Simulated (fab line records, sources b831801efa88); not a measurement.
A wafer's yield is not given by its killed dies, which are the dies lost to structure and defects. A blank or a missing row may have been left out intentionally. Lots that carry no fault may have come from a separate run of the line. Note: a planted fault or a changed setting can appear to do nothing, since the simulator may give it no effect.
Which tool did it? | flow sky130 | 36 wafers from 12 lots sampled at 4 of the route's 708 steps

WHAT EACH GAUGE READ, for each wafer
The record holds no reading of a measuring or inspecting step that can be judged against a usual standard deviation.

TOOL THAT RAN EACH LOT (tool first, then ch and the chambers of the sampled wafers, then the start)
lot  | SKY_METAL3_ETCH_17                 | SKY_VIA3_SPUTTER_20          | SKY_VIA4_CMP_02               | SKY_PAD_OPEN_DEHYDRATE_00
L586 | rie-diel-03 ch 0,1,3, day 38 12:21 | pvd-sputter-03, day 39 16:07 | cmp-02 ch 1,3, day 41 18:07   | litho-track-02 ch 0, day 45 03:46
L588 | rie-diel-02 ch 0,1,3, day 38 23:18 | pvd-sputter-01, day 40 02:03 | cmp-01 ch 1,3, day 42 03:51   | litho-track-01 ch 0, day 45 11:05
L587 | rie-diel-02 ch 0,3, day 39 01:38   | pvd-sputter-03, day 40 05:13 | cmp-02 ch 0,2,3, day 42 07:49 | litho-track-01 ch 0, day 45 14:47
L589 | rie-diel-03 ch 0,1, day 39 09:20   | pvd-sputter-01, day 40 12:28 | cmp-02 ch 0,1,3, day 42 14:10 | litho-track-04 ch 0, day 45 21:36
L590 | rie-diel-02 ch 0,1,2, day 39 20:11 | pvd-sputter-01, day 40 22:41 | cmp-01 ch 0,2, day 43 00:28   | litho-track-02 ch 0, day 46 07:46
L593 | rie-diel-02 ch 1,2, day 41 07:42   | pvd-sputter-02, day 42 09:17 | cmp-02 ch 1,3, day 44 09:10   | litho-track-02 ch 0, day 47 12:21
L594 | rie-diel-04 ch 2,3, day 41 09:00   | pvd-sputter-02, day 42 11:02 | cmp-02 ch 0,2, day 44 10:46   | litho-track-01 ch 0, day 47 12:58
L595 | rie-diel-03 ch 0,2,3, day 41 14:57 | pvd-sputter-03, day 42 16:41 | cmp-02 ch 0,1,2, day 44 17:18 | litho-track-01 ch 0, day 47 19:50
L596 | rie-diel-04 ch 0,1,2, day 42 06:37 | pvd-sputter-01, day 43 08:07 | cmp-01 ch 0,3, day 45 06:31   | litho-track-04 ch 0, day 48 06:51
L600 | rie-diel-04 ch 2,3, day 43 02:09   | pvd-sputter-02, day 44 02:34 | cmp-02 ch 1,2,3, day 46 00:28 | litho-track-01 ch 0, day 48 22:13
L603 | rie-diel-04 ch 0,2, day 43 20:31   | pvd-sputter-01, day 44 20:24 | cmp-02 ch 0,2,3, day 46 17:09 | litho-track-01 ch 0, day 49 13:49
L607 | rie-diel-03 ch 1,3, day 44 16:28   | pvd-sputter-03, day 45 16:24 | cmp-02 ch 1,2, day 47 11:22   | litho-track-04 ch 0, day 50 05:38
- SKY_METAL3_ETCH_17: etches SiO2 in C4F8/O2/Ar, stops on TiN, time 3.9 s, target depth 15 nm.
- SKY_VIA3_SPUTTER_20: material TiN, target thk 20 nm, time 80 s.
- SKY_VIA4_CMP_02: polishes SiO2.
- SKY_PAD_OPEN_DEHYDRATE_00: time 60 s.

AS READ BY THE TOOLS THEMSELVES (means over the sampled wafers that have a number; for cases with no such wafer, the mark the record gives instead)
SKY_METAL3_ETCH_17. Usual: oes-product-au 0.754 a.u., standard deviation 0.0067.
lot  | tool        | oes-product-au (a.u.) | flag
L586 | rie-diel-03 | 0.755                 |
L588 | rie-diel-02 | 0.754                 |
L587 | rie-diel-02 | 0.749                 |
L589 | rie-diel-03 | 0.752                 |
L590 | rie-diel-02 | 0.755                 |
L593 | rie-diel-02 | 0.759                 |
L594 | rie-diel-04 | 0.757                 |
L595 | rie-diel-03 | 0.754                 |
L596 | rie-diel-04 | 0.762                 |
L600 | rie-diel-04 | 0.757                 |
L603 | rie-diel-04 | 0.741                 |
L607 | rie-diel-03 | 0.758                 |

SKY_VIA3_SPUTTER_20. Usual: cathode-dc-power-W 4000.1 W, standard deviation 0.71; throttle-valve-pct 29.6 %, standard deviation 0.54.
lot  | tool           | cathode-dc-power-W (W) | throttle-valve-pct (%) | flag
L586 | pvd-sputter-03 | 4000.2                 | 30.5                   |
L588 | pvd-sputter-01 | 3999.5                 | 29.9                   |
L587 | pvd-sputter-03 | 4000.1                 | 29.9                   |
L589 | pvd-sputter-01 | 3999.2                 | 29.9                   |
L590 | pvd-sputter-01 | 3999.8                 | 29.7                   |
L593 | pvd-sputter-02 | 4000.1                 | 29.0                   |
L594 | pvd-sputter-02 | 4000.2                 | 29.5                   |
L595 | pvd-sputter-03 | 3999.7                 | 29.1                   |
L596 | pvd-sputter-01 | 3999.8                 | 29.8                   |
L600 | pvd-sputter-02 | 3999.6                 | 29.1                   |
L603 | pvd-sputter-01 | 4000.1                 | 29.8                   |
L607 | pvd-sputter-03 | 4000.2                 | 29.6                   |

SKY_VIA4_CMP_02. Usual: motor-current-A 12.2 A, standard deviation 0.96.
lot  | tool   | motor-current-A (A) | flag
L586 | cmp-02 | 12.1                |
L588 | cmp-01 | 11.0                |
L587 | cmp-02 | 12.6                |
L589 | cmp-02 | 11.8                |
L590 | cmp-01 | 11.7                |
L593 | cmp-02 | 12.5                |
L594 | cmp-02 | 12.8                |
L595 | cmp-02 | 12.1                |
L596 | cmp-01 | 11.0                |
L600 | cmp-02 | 12.5                |
L603 | cmp-02 | 12.7                |
L607 | cmp-02 | 12.1                |

SKY_PAD_OPEN_DEHYDRATE_00. Usual: heater-power-total-W 160.37 W, standard deviation 0.12; run-length-s 89.15 s, standard deviation 0.16.
lot  | tool           | heater-power-total-W (W) | run-length-s (s) | flag
L586 | litho-track-02 | 160.41                   | 89.06            |
L588 | litho-track-01 | 160.22                   | 89.20            |
L587 | litho-track-01 | 160.49                   | 89.25            |
L589 | litho-track-04 | 160.45                   | 89.07            |
L590 | litho-track-02 | 160.28                   | 88.99            |
L593 | litho-track-02 | 160.39                   | 89.03            |
L594 | litho-track-01 | 160.41                   | 89.30            |
L595 | litho-track-01 | 160.46                   | 89.31            |
L596 | litho-track-04 | 160.43                   | 89.15            |
L600 | litho-track-01 | 160.34                   | 94.86            | OFF
L603 | litho-track-01 | 160.44                   | 94.91            | OFF
L607 | litho-track-04 | 160.43                   | 89.19            |

THE ANSWER, worked out from the rows above alone
Rule: a lot counts as off when the mean over its wafers that have a number is more than 3 standard deviations away from the usual mean. A lot without any number at a reading at which 4 lots or more have one is off too. The other lots that the step has rows for count as sound. After the gauges, taken in route order, come the tools' own readings; for these a lot's mean is taken, as printed above. The first step at which some lot is off is used, and at that step the reading that is off furthest; a lot without a number counts as furthest.
Off at SKY_PAD_OPEN_DEHYDRATE_00 (run-length-s): L600, L603.
A tool fits if, at that step or a process step before it, it ran every lot that is off, and no sound lot after the first of them. Can't be told from this: 2 tools fit, rie-diel-04 at SKY_METAL3_ETCH_17, litho-track-01 at SKY_PAD_OPEN_DEHYDRATE_00.

WHAT THE SIMULATOR HAD PUT IN
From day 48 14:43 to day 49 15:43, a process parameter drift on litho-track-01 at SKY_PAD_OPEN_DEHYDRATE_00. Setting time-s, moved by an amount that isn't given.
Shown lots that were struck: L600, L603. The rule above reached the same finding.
